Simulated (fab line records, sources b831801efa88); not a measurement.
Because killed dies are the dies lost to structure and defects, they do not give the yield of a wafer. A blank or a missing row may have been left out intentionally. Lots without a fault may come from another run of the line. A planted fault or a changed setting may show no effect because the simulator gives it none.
Chamber matching + flow sky130 + SKY_VIA2_CMP_02 on cmp-01 has 4 sister chambers
The step polishes SiO2. 8 wafers are shown with their chamber, then 8 later ones without.

## EACH WAFER AND ITS CHAMBER
| wafer  | chamber | motorCurrentA (A) | headPressurePsi (psi) |
|--------|---------|-------------------|-----------------------|
| L169.3 | 3       | 10.3              | 4.005                 |
| L170.2 | 0       | 11.5              | 4.006                 |
| L170.3 | 1       | 12.7              | 3.991                 |
| L170.4 | 2       | 11.6              | 4.010                 |
| L171.2 | 2       | 10.9              | 4.019                 |
| L171.4 | 1       | 13.0              | 3.974                 |
| L171.5 | 3       | 10.7              | 4.013                 |
| L173.1 | 0       | 11.5              | 4.008                 |

## WAFERS WITH NO CHAMBER GIVEN
| wafer  | motorCurrentA (A) | headPressurePsi (psi) |
|--------|-------------------|-----------------------|
| L173.3 | 11.4              | 4.015                 |
| L173.4 | 12.3              | 4.006                 |
| L174.3 | 11.8              | 3.981                 |
| L174.4 | 10.4              | 4.000                 |
| L174.5 | 10.9              | 3.993                 |
| L186.2 | 10.5              | 3.994                 |
| L186.4 | 12.1              | 4.003                 |
| L186.6 | 11.3              | 4.008                 |

## CHAMBER TAKEN BY EACH
| wafer  | from the rows above          | in truth |
|--------|------------------------------|----------|
| L173.3 | can't be placed: 2 or 0      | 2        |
| L173.4 | can't be placed: 0 or 2 or 1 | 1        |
| L174.3 | can't be placed: 1 or 0 or 2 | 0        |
| L174.4 | 3                            | 3        |
| L174.5 | can't be placed: 3 or 0 or 2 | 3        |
| L186.2 | can't be placed: 3 or 2 or 0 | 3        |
| L186.4 | can't be placed: 0 or 2 or 1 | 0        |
| L186.6 | can't be placed: 0 or 2 or 3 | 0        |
Placed correctly: 1 of 8. Unplaceable from these rows: 7, with the true chamber sitting among the candidates in 7. 0 placed wrongly.
How it was worked out, from the rows above alone: a wafer's distance from a chamber is the root of the sum, over the readings, of the square of ((its reading less the chamber's mean) divided by the reading's scatter). If the next closest chamber is less than 2 further off than the closest, the wafer can't be placed; otherwise it belongs to the closest. The mean given for a chamber averages the wafers shown for that chamber. The scatter is the square root of a quotient: the sum, over the shown wafers, of each reading's squared deviation from its chamber's mean, divided by wafers minus chambers.
